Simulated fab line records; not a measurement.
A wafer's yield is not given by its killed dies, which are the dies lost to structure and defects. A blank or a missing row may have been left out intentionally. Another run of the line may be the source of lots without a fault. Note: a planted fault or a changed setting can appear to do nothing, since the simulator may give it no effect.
Code-filled problem report in 8D (eight disciplines) form + flow sky130 + the parts of the form that need people (team, actions taken, sign-off) are left out

== 1. WHAT WENT WRONG ==
Across 2 wafers from 2 lots, CONTACT_CVD_00_THK at SKY_CONTACT_THK_MEAS_01 averages 71.0 nm, while fault-free wafers read 75.3 nm with a standard deviation of 0.95. Relative to the usual mean, that is a shift of -4.6 standard deviations.
First seen on wafer L550.1, day 32 22:31, on film metro-03. Wafers with a number at this step in the record: 42, from 14 lots. Rule for "out" (also "out of limits"): further than 4 standard deviations from the usual mean. The other wafers with a number count as sound.

== 2. WHAT IT IS; WHAT IT IS NOT ==
| question                    | is                           | is not                                                                                                         |
|-----------------------------|------------------------------|----------------------------------------------------------------------------------------------------------------|
| which readings at this step | CONTACT_CVD_00_THK           | -                                                                                                              |
| which lots                  | L550, L551                   | L544, L546, L547, L548, L549, L559, L560, L561, L562, L563, L564, L565                                         |
| which wafers of those lots  | L550.1, L551.3               | L550.4, L550.6, L551.4, L551.6                                                                                 |
| read on which gauges        | film metro-03, film metro-04 | film metro-01                                                                                                  |
| when                        | from day 32 22:31            | up to then (17 sound wafers); but 23 sound wafers of L551, L559, L560, L561, L562, L563, L564, L565 came after |

== 3. WHAT RULES OUT EACH SUSPECT ==
Counting: a tool at a process step up to the reading stays a suspect if it ran every lot that is out. Sound lots after the first of them don't rule it out here, since some wafers of a struck lot are sound.
- ruled out: the gauge at SKY_CONTACT_THK_MEAS_01. Those wafers that are out were read across 2 gauges (film metro-03, film metro-04).
- pecvd-02 at SKY_CONTACT_CVD_00 (deposits Si3N4, target thk 75 nm): kept. It ran every lot that is out, first L550 (day 32 22:29); its last sound lot up to then is L548 (day 32 03:03). Its own rf fwd power W readings are out on those wafers.
- pecvd-02, SKY_CONTACT_CVD_00: wafers that are out in chamber 2, sound lot-mates in chambers 0, 1.
The count leaves pecvd-02 at SKY_CONTACT_CVD_00.

== 4. THE CAUSE (what the simulator had put in) ==
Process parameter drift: pecvd-02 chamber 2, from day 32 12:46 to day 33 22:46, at SKY_CONTACT_CVD_00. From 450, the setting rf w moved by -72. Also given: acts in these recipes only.
This tool alone remained once counting was done.

== 5. THE EFFECT CHAIN, in route order ==
Each row: a reading where the mean over the struck wafers with a number is more than 3 standard deviations away from the usual. Only readings whose record carries a usual standard deviation are examined. hours: median over the lots of the time between each lot's start at the first step of this table that gives one and its start at this step. sigmas: the change, counted in usual standard deviations.
| hours | step                    | reading            | usual      | on struck wafers | change | sigmas |
|-------|-------------------------|--------------------|------------|------------------|--------|--------|
| 0     | SKY_CONTACT_CVD_00      | rf fwd power W     | 444.8 W    | 372.2            | -72.6  | -43    |
| 0     | SKY_CONTACT_THK_MEAS_01 | CONTACT_CVD_00_THK | 75.3 nm    | 71.0             | -4.3   | -4.6   |
| -     | SKY_CONTACT_ETCH_18     | oes product au     | 0.857 a.u. | 0.829            | -0.028 | -3.8   |
Its process steps:
- SKY_CONTACT_CVD_00: deposits Si3N4, target thk 75 nm.
- SKY_CONTACT_ETCH_18: etches Si3N4 in CHF3/O2, stops on TiN, time 39 s, target depth 75 nm.

== 6. WHAT WOULD HAVE CAUGHT IT SOONER ==
10 hours passed between the start of the fault at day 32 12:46 and the first reading out of limits at a measuring or inspecting step in this record, taken at day 32 22:31.
Tool's own readings at SKY_CONTACT_CVD_00, rf fwd power W: out on all struck wafers the step has rows for; an alarm limit on them would have tripped on the first.
Lots out: 2; of these, L551 started SKY_CONTACT_CVD_00 on pecvd-02 after day 32 22:31. It would have been spared by a hold on the tool at that moment.
